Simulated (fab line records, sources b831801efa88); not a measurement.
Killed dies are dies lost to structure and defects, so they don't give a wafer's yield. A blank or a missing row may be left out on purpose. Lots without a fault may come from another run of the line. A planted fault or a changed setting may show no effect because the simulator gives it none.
fab line records | flow gf180mcu
record lots=5 wafers=15 last_day=32
route steps=602 shown POLY_GATE@174 HV_LDD@176
lots that met no fault: from a run of the same line without faults
start_h: hours from the record's first day to the start of the lot's first wafer shown | wait_h: hours since the lot's step before | " the same as in the row above | L1.1+2: a row that stands for several wafers | - no value, or no start given | * or withheld: withheld | < > ~ a bound
route shown NAME@n: a module of which the file shows steps, and the number in the route of the first | usual: mean/standard deviation of fault-free wafers | same: alike in all rows | chamber/n: place in a boat | sites: the reading at each site | _std_site: their standard deviation | _edge_site: outer sites' mean less inner sites' | radius_mm: how far each site lies from the wafer's centre | mask NAME#n: copy n | behind: the tool/chamber that last shaped the wafer | hold: why the lot was held/for how many hours/how that ended | device: the transistor (n, p or np) that didn't switch | end of line: the same wafers' tests at the end of the route | a step without rows: its recipe alone | killed: dies lost to structure and defects at the first sort, not the wafer's yield | map: a wafer's dies, x killed, . not, _ none there
set.NAME: the setting as run; set.NAME@STEP: as run at that earlier step | model.NAME: the simulator's own value behind a step, which no gauge read
lots at some steps of the route; a table a step, a row a wafer
services: from which hour (start_h, from the record's first day; less than 0 if before it) a tool's chamber was out of use, for how many hours, and why
## steps
# step GF_POLY_GATE_THK_MEAS_17
# recipe reads=SiO2_of_POLY_GATE_OXIDATION_16
# usual POLY_GATE_OXIDATION_THK=4.03/0.075
# columns lot.wafer tool chamber start_h wait_h POLY_GATE_OXIDATION_THK[nm]
L076.1 film_metro-02 - 217.09 0.0 4.15
L076.2 " - " " 3.98
L076.5 " - " " 4.10
L079.1 film_metro-03 - 236.32 0.0 4.05
L079.2 " - " " 3.95
L079.3 " - " " 3.93
L081.4 film_metro-03 - 248.87 0.0 4.02
L081.5 " - " " 4.09
L081.6 " - " " 4.14
L084.3 film_metro-02 - 270.71 0.0 4.17
L084.4 " - " " 4.12
L084.6 " - " " 4.16
L087.1 film_metro-02 - 290.93 0.0 4.06
L087.2 " - " " 3.97
L087.6 " - " " 3.94
# step GF_POLY_GATE_CD_MEAS_18
# usual cd_nm=279.5/1.9
# columns lot.wafer tool chamber start_h wait_h cd_nm
L076.1 cd_sem-02 - 217.15 0.1 281.2
L076.2 " - " " 282.5
L076.5 " - " " 277.8
L079.1 cd_sem-01 - 236.38 0.1 281.1
L079.2 " - " " 279.4
L079.3 " - " " 278.9
L081.4 cd_sem-01 - 248.98 0.1 277.8
L081.5 " - " " 282.2
L081.6 " - " " 277.1
L084.3 cd_sem-01 - 270.81 0.1 280.0
L084.4 " - " " 277.5
L084.6 " - " " 280.1
L087.1 cd_sem-01 - 290.99 0.1 279.6
L087.2 " - " " 280.9
L087.6 " - " " 279.5
# step GF_HV_LDD_DEHYDRATE_00
# recipe temp_c=200 time_s=60
# usual chill_plate_temp_C=23.01/0.1
# columns lot.wafer tool chamber start_h wait_h chill_plate_temp_C
L076.1 litho_track-01 0 225.37 8.2 23.04
L076.2 " 0 " " 23.02
L076.5 " 0 " " 22.88
L079.1 litho_track-02 0 245.30 8.9 22.90
L079.2 " 0 " " 22.92
L079.3 " 0 " " 23.03
L081.4 litho_track-04 0 257.80 8.8 22.87
L081.5 " 0 " " 23.03
L081.6 " 0 " " 23.13
L084.3 litho_track-04 0 279.63 8.8 23.05
L084.4 " 0 " " 23.03
L084.6 " 0 " " 23.07
L087.1 litho_track-04 0 300.33 9.3 23.04
L087.2 " 0 " " 23.08
L087.6 " 0 " " 23.05
# step GF_HV_LDD_HMDS_01
# recipe prime_time_s=60 prime_temp_c=120
# usual chill_plate_temp_C=23.01/0.094
# columns lot.wafer tool chamber start_h wait_h chill_plate_temp_C
L076.1 litho_track-01 0 225.52 0.1 22.97
L076.2 " 0 " " 23.23
L076.5 " 0 " " 23.11
L079.1 litho_track-02 0 245.45 0.1 23.12
L079.2 " 0 " " 22.80
L079.3 " 0 " " 23.01
L081.4 litho_track-04 0 257.95 0.1 22.98
L081.5 " 0 " " 22.92
L081.6 " 0 " " 23.17
L084.3 litho_track-04 0 279.78 0.1 23.10
L084.4 " 0 " " 23.03
L084.6 " 0 " " 22.93
L087.1 litho_track-04 0 300.48 0.1 22.94
L087.2 " 0 " " 23.01
L087.6 " 0 " " 22.94
# step GF_HV_LDD_COAT_02
# recipe resist=NOVOLAK spin_rpm=3000 resist_thk_nm=1000
# usual chill_plate_temp_C=23.01/0.099
# columns lot.wafer tool chamber start_h wait_h chill_plate_temp_C
L076.1 litho_track-01 0 225.67 0.1 23.08
L076.2 " 0 " " 23.01
L076.5 " 0 " " 23.03
L079.1 litho_track-02 0 245.60 0.1 23.00
L079.2 " 0 " " 23.00
L079.3 " 0 " " 22.82
L081.4 litho_track-04 0 258.10 0.1 22.87
L081.5 " 0 " " 22.99
L081.6 " 0 " " 22.86
L084.3 litho_track-04 0 279.93 0.1 22.83
L084.4 " 0 " " 23.03
L084.6 " 0 " " 22.88
L087.1 litho_track-04 0 300.63 0.1 23.13
L087.2 " 0 " " 23.05
L087.6 " 0 " " 22.99
# step GF_HV_LDD_SOFTBAKE_03
# recipe temp_c=90 time_s=60 resist=NOVOLAK
# usual chill_plate_temp_C=23.00/0.11
# columns lot.wafer tool chamber start_h wait_h chill_plate_temp_C
L076.1 litho_track-01 0 225.82 0.1 22.98
L076.2 " 0 " " 22.90
L076.5 " 0 " " 22.86
L079.1 litho_track-02 0 245.75 0.1 22.74
L079.2 " 0 " " 22.78
L079.3 " 0 " " 22.74
L081.4 litho_track-04 0 258.25 0.1 23.11
L081.5 " 0 " " 23.07
L081.6 " 0 " " 23.01
L084.3 litho_track-04 0 280.08 0.1 22.94
L084.4 " 0 " " 23.01
L084.6 " 0 " " 22.98
L087.1 litho_track-04 0 300.78 0.1 22.82
L087.2 " 0 " " 22.82
L087.6 " 0 " " 22.91
# step GF_HV_LDD_EXPOSE_04
# recipe mask_id=Nplus_LV_AREA target_cd_nm=400 na=0.6 source_shape=conventional sigma_outer=0.6 dose_mj=140
# columns lot.wafer tool chamber start_h wait_h mask
L076.1+2+5 iline_stepper-01 0 - - Nplus_LV_AREA#0
L079.1+2+3 iline_stepper-02 0 - - Nplus_LV_AREA#0
L081.4+5+6 iline_stepper-02 0 - - Nplus_LV_AREA#0
L084.3+4+6 iline_stepper-01 0 - - Nplus_LV_AREA#0
L087.1+2+6 iline_stepper-01 0 - - Nplus_LV_AREA#0
# step GF_HV_LDD_PEB_05
# recipe temp_c=withheld time_s=* resist=NOVOLAK
# usual chill_plate_temp_C=*
# columns lot.wafer tool chamber start_h wait_h chill_plate_temp_C
L076.1 litho_track-02 0 - - *
L076.2 " 0 " " *
L076.5 " 0 " " *
L079.1 litho_track-04 0 - - *
L079.2 " 0 " " *
L079.3 " 0 " " *
L081.4 litho_track-02 0 - - *
L081.5 " 0 " " *
L081.6 " 0 " " *
L084.3 litho_track-01 0 - - *
L084.4 " 0 " " *
L084.6 " 0 " " *
L087.1 litho_track-02 0 - - *
L087.2 " 0 " " *
L087.6 " 0 " " *
# step GF_HV_LDD_DEVELOP_06
# recipe develop_time_s=60 dev_temp_c=23
# usual chill_plate_temp_C=23.02/0.12 developer_temp_C=23.00/0.11
# columns lot.wafer tool chamber start_h wait_h chill_plate_temp_C developer_temp_C
L076.1 litho_track-02 0 234.35 0.1 23.24 23.20
L076.2 " 0 " " 23.05 23.02
L076.5 " 0 " " 23.15 23.18
L079.1 litho_track-04 0 254.53 0.1 23.00 23.08
L079.2 " 0 " " 22.98 22.93
L079.3 " 0 " " 22.94 22.90
L081.4 litho_track-02 0 267.53 0.1 23.17 22.89
L081.5 " 0 " " 23.08 23.03
L081.6 " 0 " " 23.07 23.04
L084.3 litho_track-01 0 289.82 0.1 23.18 22.90
L084.4 " 0 " " 23.03 22.96
L084.6 " 0 " " 23.12 23.12
L087.1 litho_track-02 0 310.70 0.1 22.79 22.92
L087.2 " 0 " " 23.02 22.95
L087.6 " 0 " " 22.96 22.93
# step GF_HV_LDD_CD_MEAS_07
# recipe target_cd_nm=400
# usual cd_nm=400.1/2.5
# columns lot.wafer tool chamber start_h wait_h cd_nm
L076.1 cd_sem-02 - 234.50 0.1 402.7
L076.2 " - " " 403.0
L076.5 " - " " 400.6
L079.1 cd_sem-01 - 254.68 0.1 400.6
L079.2 " - " " 400.8
L079.3 " - " " 400.4
L081.4 cd_sem-02 - 267.66 0.1 398.6
L081.5 " - " " 399.2
L081.6 " - " " 395.0
L084.3 cd_sem-01 - 289.96 0.1 396.0
L084.4 " - " " 397.4
L084.6 " - " " 396.2
L087.1 cd_sem-01 - 310.85 0.1 403.7
L087.2 " - " " 401.0
L087.6 " - " " 402.6
# step GF_HV_LDD_OVL_MEAS_08
# usual HV_LDD_OVL=-0.5/1
# columns lot.wafer tool chamber start_h wait_h HV_LDD_OVL[nm]
L076.1 overlay-02 - 234.62 0.1 1.7
L076.2 " - " " -1.7
L076.5 " - " " -1.1
L079.1 overlay-02 - 254.80 0.1 -1.1
L079.2 " - " " -0.5
L079.3 " - " " -0.1
L081.4 overlay-02 - 267.74 0.1 -0.3
L081.5 " - " " -0.8
L081.6 " - " " 0.9
L084.3 overlay-02 - 290.05 0.1 -0.7
L084.4 " - " " -3.0
L084.6 " - " " -1.5
L087.1 overlay-01 - 310.97 0.1 -1.3
L087.2 " - " " -1.9
L087.6 " - " " -0.5
# step GF_HV_LDD_IMPLANT_09
# recipe species=As energy_kev=40 dose_cm2=1e+14 tilt_deg=7
# columns lot.wafer tool chamber start_h wait_h
L076.1+2+5 implanter-03 0 234.66 0.0
L079.1+2+3 implanter-03 0 254.83 0.0
L081.4+5+6 implanter-04 0 267.83 0.1
L084.3+4+6 implanter-04 0 290.13 0.1
L087.1+2+6 implanter-03 0 311.01 0.0
# step GF_HV_LDD_STRIP_10
# recipe chemistry=O2/N2 power_w=1400 pressure_mtorr=1500 platen_temp_c=250 o2_flow_sccm=3000 n2_flow_sccm=300 overash_fraction=0.5
# usual drypump_motor_current_A=5.7/0.63 heater_power_w=323/25 oes_product_au=0.716/0.0043 strip_time_to_endpoint_s=12.62/0.031
# columns lot.wafer tool chamber start_h wait_h drypump_motor_current_A heater_power_w oes_product_au rf_hours_counter_h strip_time_to_endpoint_s
L076.1 plasma_asher-04 1 234.81 0.1 6.2 339 0.713 58 12.65
L076.2 " 0 " " 5.2 300 0.713 58 12.67
L076.5 " 0 " " 5.2 308 0.716 - 12.63
L079.1 plasma_asher-03 1 254.98 0.1 6.5 311 0.713 15 12.59
L079.2 " 0 " " 4.8 370 0.719 15 12.61
L079.3 " 1 " " 6.5 309 0.712 - 12.63
L081.4 plasma_asher-04 1 267.94 0.1 6.2 342 0.709 - 12.62
L081.5 " 0 " " 5.1 304 0.717 - 12.62
L081.6 " 1 " " 6.2 334 0.717 - 12.66
L084.3 plasma_asher-04 0 290.26 0.1 5.2 296 0.716 - 12.64
L084.4 " 1 " " 6.2 341 0.722 - 12.65
L084.6 " 0 " " 5.2 304 0.717 - 12.66
L087.1 plasma_asher-04 1 311.16 0.1 6.2 339 0.717 66 12.59
L087.2 " 0 " " 5.2 302 0.723 66 12.60
L087.6 " 0 " " 5.1 304 0.721 - 12.60
# step GF_HV_LDD_TW_MEAS_11
# usual HV_LDD_TW=2404/16
# columns lot.wafer tool chamber start_h wait_h HV_LDD_TW
L076.1 film_metro-04 - 234.91 0.1 2389
L076.2 " - " " 2393
L076.5 " - " " 2384
L079.1 film_metro-01 - 255.08 0.1 2423
L079.2 " - " " 2391
L079.3 " - " " 2413
L081.4 film_metro-03 - 268.04 0.1 2409
L081.5 " - " " 2411
L081.6 " - " " 2404
L084.3 film_metro-03 - 290.35 0.1 2406
L084.4 " - " " 2424
L084.6 " - " " 2415
L087.1 film_metro-03 - 311.31 0.1 2402
L087.2 " - " " 2414
L087.6 " - " " 2397
# step GF_HV_LDD_DEHYDRATE_12
# recipe temp_c=200 time_s=60
# usual chill_plate_temp_C=22.97/0.11
# columns lot.wafer tool chamber start_h wait_h chill_plate_temp_C
L076.1 litho_track-02 0 243.45 8.5 23.08
L076.2 " 0 " " 23.14
L076.5 " 0 " " 23.10
L079.1 litho_track-01 0 263.87 8.8 22.78
L079.2 " 0 " " 22.91
L079.3 " 0 " " 22.85
L081.4 litho_track-04 0 277.05 9.0 23.03
L081.5 " 0 " " 22.87
L081.6 " 0 " " 22.96
L084.3 litho_track-02 0 299.60 9.2 22.74
L084.4 " 0 " " 22.82
L084.6 " 0 " " 22.78
L087.1 litho_track-01 0 320.67 9.4 23.13
L087.2 " 0 " " 22.94
L087.6 " 0 " " 23.11
# step GF_HV_LDD_HMDS_13
# recipe prime_time_s=60 prime_temp_c=120
# usual chill_plate_temp_C=23.02/0.09
# columns lot.wafer tool chamber start_h wait_h chill_plate_temp_C
L076.1 litho_track-02 0 243.60 0.1 22.95
L076.2 " 0 " " 23.00
L076.5 " 0 " " 23.03
L079.1 litho_track-01 0 264.02 0.1 23.00
L079.2 " 0 " " 22.90
L079.3 " 0 " " 23.09
L081.4 litho_track-04 0 277.20 0.1 23.11
L081.5 " 0 " " 23.09
L081.6 " 0 " " 23.14
L084.3 litho_track-02 0 299.75 0.1 22.99
L084.4 " 0 " " 23.05
L084.6 " 0 " " 23.05
L087.1 litho_track-01 0 320.82 0.1 23.05
L087.2 " 0 " " 22.97
L087.6 " 0 " " 22.95
## services
# columns tool chamber start_h hours kind
implanter-04 - 257.40 4.4 repair
iline_stepper-02 - 262.13 1.7 pm
implanter-03 - 265.41 5.1 pm
implanter-04 - 288.82 1.1 repair
## key
fault none
